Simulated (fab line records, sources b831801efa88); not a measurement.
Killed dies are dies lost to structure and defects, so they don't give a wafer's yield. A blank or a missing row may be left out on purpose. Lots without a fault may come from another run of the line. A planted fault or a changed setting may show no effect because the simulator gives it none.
Which tool did it? | flow sfq_line | 14 lots, 42 wafers sampled, at 3 steps of a route of 325

WHAT THE GAUGES READ, wafer by wafer
SFQ_I0_BOW_MEAS_907. Usual: I0_BOW 0 um, standard deviation 6.7.
lot  | measured     | on            | I0_BOW (um) | flag
L284 | day 11 23:33 | film_metro-02 | -2 1 -3     |
L285 | day 12 04:20 | film_metro-01 | -1 7 -2     |
L286 | day 12 15:44 | film_metro-02 | -8 5 10     |
L289 | day 14 09:56 | film_metro-04 | 2 5 11      |
L290 | day 14 18:53 | film_metro-01 | -12 -5 -11  |
L291 | day 15 03:55 | film_metro-01 | 3 20 3      |
L293 | day 16 07:46 | film_metro-04 | -7 -10 -7   |
L294 | day 16 13:45 | film_metro-02 | -13 0 9     |
L302 | day 18 20:01 | film_metro-01 | 8 0 -11     |
L303 | day 19 12:14 | film_metro-04 | 7 -1 9      |
L304 | day 20 06:02 | film_metro-04 | 18 5 5      |
L305 | day 20 13:29 | film_metro-02 | -7 4 4      |
L306 | day 21 01:14 | film_metro-02 | -9 -1 3     |
L307 | day 21 12:56 | film_metro-02 | 0 0 4       |

SFQ_I1_BOW_MEAS_912. Usual: I1_BOW 1 um, standard deviation 6.9.
lot  | measured     | on            | I1_BOW (um) | flag
L284 | day 24 04:58 | film_metro-03 | -3 3 -2     |
L285 | day 24 13:17 | film_metro-01 | 0 8 -1      |
L286 | day 25 11:29 | film_metro-02 | -11 2 8     |
L289 | day 27 02:02 | film_metro-03 | -2 1 8      |
L290 | day 27 11:19 | film_metro-01 | -7 1 -4     |
L291 | day 27 21:49 | film_metro-01 | 4 21 4      |
L293 | day 29 05:44 | film_metro-02 | -2 -7 -4    |
L294 | day 29 20:43 | film_metro-03 | -10 3 11    |
L302 | day 32 14:19 | film_metro-01 | 5 -2 -14    |
L303 | day 33 02:18 | film_metro-03 | 8 1 11      |
L304 | day 33 17:34 | film_metro-01 | 21 8 8      |
L305 | day 33 20:32 | film_metro-01 | -2 8 8      |
L306 | day 34 09:40 | film_metro-02 | -5 4 8      |
L307 | day 34 20:32 | film_metro-03 | 7 3 8       |

WHICH TOOL RAN EACH LOT (tool, then ch and the chambers of the sampled wafers, then the start)
lot  | SFQ_TRILAYER_I1_DEP_PECVD_045
L284 | pecvd-02 ch 0,1, day 24 01:53
L285 | pecvd-02 ch 0,1, day 24 10:13
L286 | pecvd-02 ch 1,2, day 25 06:07
L289 | pecvd-04 ch 0,1,2, day 26 22:56
L290 | pecvd-02 ch 0,1,2, day 27 08:14
L291 | pecvd-04 ch 0,1, day 27 18:07
L293 | pecvd-02 ch 0,2, day 29 02:39
L294 | pecvd-01 ch 0,1,2, day 29 15:25
L302 | pecvd-01 ch 0,1,2, day 32 10:38
L303 | pecvd-02 ch 0,1,2, day 32 21:25
L304 | pecvd-01 ch 0,1,2, day 33 14:27
L305 | pecvd-02 ch 0,1, day 33 16:51
L306 | pecvd-04 ch 0,1,2, day 34 06:03
L307 | pecvd-04 ch 0,1, day 34 14:27
- SFQ_TRILAYER_I1_DEP_PECVD_045: deposits SiO2 from SiH4/N2O, time 111.11 s, target thk 500 nm.

WHAT THE TOOLS THEMSELVES READ (means of the sampled wafers that have a number; where no wafer has one, the mark that the record gives instead)
SFQ_TRILAYER_I1_DEP_PECVD_045. Usual: chamber_pressure_Torr 2.400 Torr, standard deviation 0.0051; heater_power_outer_w 37 W, standard deviation 10; heater_power_w 94 W, standard deviation 14; throttle_valve_pct 24.6 %, standard deviation 0.97.
lot  | tool     | chamber_pressure_Torr (Torr) | heater_power_outer_w (W) | heater_power_w (W) | throttle_valve_pct (%) | flag
L284 | pecvd-02 | 2.398                        | 41                       | 96                 | 25.8                   |
L285 | pecvd-02 | 2.402                        | 45                       | 99                 | 25.8                   |
L286 | pecvd-02 | 2.403                        | 46                       | 107                | 23.6                   |
L289 | pecvd-04 | 2.401                        | 28                       | 81                 | 25.1                   |
L290 | pecvd-02 | 2.400                        | 44                       | 103                | 23.6                   |
L291 | pecvd-04 | 2.404                        | 34                       | 91                 | 24.7                   |
L293 | pecvd-02 | 2.396                        | 39                       | 98                 | 23.9                   |
L294 | pecvd-01 | 2.401                        | 35                       | 96                 | 24.7                   |
L302 | pecvd-01 | 2.399                        | 29                       | 89                 | 24.9                   |
L303 | pecvd-02 | 2.402                        | 40                       | 97                 | 24.1                   |
L304 | pecvd-01 | 2.399                        | 34                       | 96                 | 25.0                   |
L305 | pecvd-02 | 2.399                        | 34                       | 86                 | 23.9                   |
L306 | pecvd-04 | 2.404                        | 36                       | 91                 | 25.3                   |
L307 | pecvd-04 | 2.406                        | 27                       | 82                 | 25.1                   |

THE ANSWER, worked out from the rows above alone
Rule: a lot is off if the mean of its wafers that have a number lies more than 3 standard deviations from the usual mean. A lot without any number at a reading at which 4 lots or more have one is off too. The other lots that the step has rows for count as sound. The gauges are gone through in route order, then the tools' own readings, and for those a lot's mean is taken as printed above. The first step at which some lot is off is used, and at that step the reading that is off furthest; a lot without a number counts as furthest.
No lot is off at any reading shown: from this, nothing can be told.

WHAT THE SIMULATOR HAD PUT IN
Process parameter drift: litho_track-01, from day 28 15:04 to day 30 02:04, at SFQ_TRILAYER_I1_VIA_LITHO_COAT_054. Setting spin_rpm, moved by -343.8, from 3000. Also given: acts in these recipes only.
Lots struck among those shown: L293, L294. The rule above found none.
